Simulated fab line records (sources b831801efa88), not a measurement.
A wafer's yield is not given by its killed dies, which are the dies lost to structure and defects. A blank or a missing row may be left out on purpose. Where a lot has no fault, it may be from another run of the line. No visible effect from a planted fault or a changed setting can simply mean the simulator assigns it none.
Chamber matching | flow sky130 | SKY_VIA1_ETCH_15 on rie diel-01: 4 sister chambers
The step etches SiO2 in C4F8/O2/Ar, stops on TiN, target depth 351 nm, time 54 s. 8 wafers are shown with their chamber, then 8 later ones without.

== WAFERS WITH THEIR CHAMBER ==
wafer  | chamber | oes product au (a.u.)
L084.3 | 2       | 0.968
L084.4 | 3       | 0.986
L084.5 | 1       | 0.977
L084.6 | 0       | 0.980
L087.1 | 3       | 0.988
L087.2 | 0       | 0.984
L087.3 | 1       | 0.974
L087.4 | 2       | 0.988

== WAFERS WHOSE CHAMBER IS MISSING ==
wafer  | oes product au (a.u.)
L087.5 | 0.973
L087.6 | 0.979
L088.1 | 0.980
L088.2 | 0.981
L088.3 | 0.985
L088.4 | 0.983
L088.5 | 0.983
L088.6 | 0.983

== EACH ONE'S CHAMBER ==
wafer  | from the rows above               | in truth
L087.5 | can't be placed: 1 or 2 or 0 or 3 | 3
L087.6 | can't be placed: 2 or 0 or 1 or 3 | 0
L088.1 | can't be placed: 0 or 2 or 1 or 3 | 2
L088.2 | can't be placed: 0 or 2 or 1 or 3 | 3
L088.3 | can't be placed: 3 or 0 or 2 or 1 | 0
L088.4 | can't be placed: 0 or 3 or 2 or 1 | 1
L088.5 | can't be placed: 0 or 3 or 2 or 1 | 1
L088.6 | can't be placed: 0 or 3 or 2 or 1 | 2
Correctly placed: 0 of 8. Can't be placed from these rows: 8 (the true chamber is among the candidates in 8). 0 placed wrongly.
How it was worked out, from the rows above alone: a wafer's distance from a chamber is the root of the sum, over the readings, of the square of ((its reading less the chamber's mean) divided by the reading's scatter). If the next closest chamber is less than 2 further off than the closest, the wafer can't be placed; otherwise it belongs to the closest. The mean given for a chamber averages the wafers shown for that chamber. The scatter: take each reading less its chamber's mean, square it, sum over the shown wafers, divide by the number of wafers less the number of chambers, and take the root.
